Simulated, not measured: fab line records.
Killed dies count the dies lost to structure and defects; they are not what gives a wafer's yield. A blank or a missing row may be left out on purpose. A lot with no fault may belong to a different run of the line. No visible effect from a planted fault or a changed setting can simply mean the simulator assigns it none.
One fault seen from 2 desks    flow sky130    what lay behind the numbers comes last; until then each desk has only its own

== AT THE TOOL OWNER'S DESK: implanter-02 ==
The tool's own readings at SKY_VT_ADJUST_HVTP_IMPLANT_09, given as means over the sampled wafers that have a number, one for each lot that went through this tool. If a lot's mean is further than 4 standard deviations from the usual mean, the lot is out of limits and carries the mark OUT (the distance appears in the brackets).
Columns: A = beam-energy-keV at SKY_VT_ADJUST_HVTP_IMPLANT_09, usual 150.00
lot   first seen here  A
L553  day 7 19:33      150.03
L556  day 8 14:13      150.02
L557  day 8 16:11      152.37 (+49) OUT
L561  day 9 18:47      152.38 (+50) OUT
L571  day 12 09:59     150.00
Finding of this desk: L557, L561 out of limits; the first was L557 at day 8 16:11, on beam-energy-keV at SKY_VT_ADJUST_HVTP_IMPLANT_09. In limits: L553, L556, L571.

== FROM THE METROLOGY DESK ==
What the gauges read for every lot (on any tool): the sampled wafers with a number, averaged. If a lot's mean is further than 4 standard deviations from the usual mean, the lot is out of limits and carries the mark OUT (the distance appears in the brackets).
Columns: A = VT_ADJUST_HVTR_OVL at SKY_VT_ADJUST_HVTR_OVL_MEAS_08, usual -0.7 nm; B = SONOS_ONO_CVD_04_THK at SKY_SONOS_ONO_THK_MEAS_05, usual 5.66 nm
lot   first seen here  A     B
L548  day 10 06:42     -0.3  5.84
L549  day 10 07:52     -0.5  5.83
L550  day 10 16:46     0.5   5.72
L553  day 11 12:08     0.1   5.63
L554  day 11 16:58     -1.2  5.85
L555  day 12 01:51     1.6   5.70
L556  day 12 09:34     -2.1  5.61
L557  day 12 11:34     -1.3  5.52
L561  day 13 20:16     0.4   5.53
L567  day 15 13:46     -2.3  5.73
L569  day 16 14:40     -0.7  5.56
L570  day 16 17:46     -2.1  5.55
L571  day 16 21:59     0.5   5.34
Result from this desk: across the 13 lots, nothing is out of limits.

== TAKEN TOGETHER ==
An alarm could have come from the tool owner's desk at day 8 16:11, on L557, L561.
Nothing out of limits was seen by the metrology desk.
The metrology desk holds a record of L557, L561, inside its limits.
All the named lots went through SKY_VT_ADJUST_HVTP_IMPLANT_09 on implanter-02.

== WHAT HAD BEEN PUT IN BY THE SIMULATOR ==
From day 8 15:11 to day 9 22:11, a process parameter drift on implanter-02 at SKY_VT_ADJUST_HVTP_IMPLANT_09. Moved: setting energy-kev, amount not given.
Lots struck among those shown: L557, L561.
Delay in hours, fault start to first out-of-limits reading, by desk: the tool owner's desk at 1.
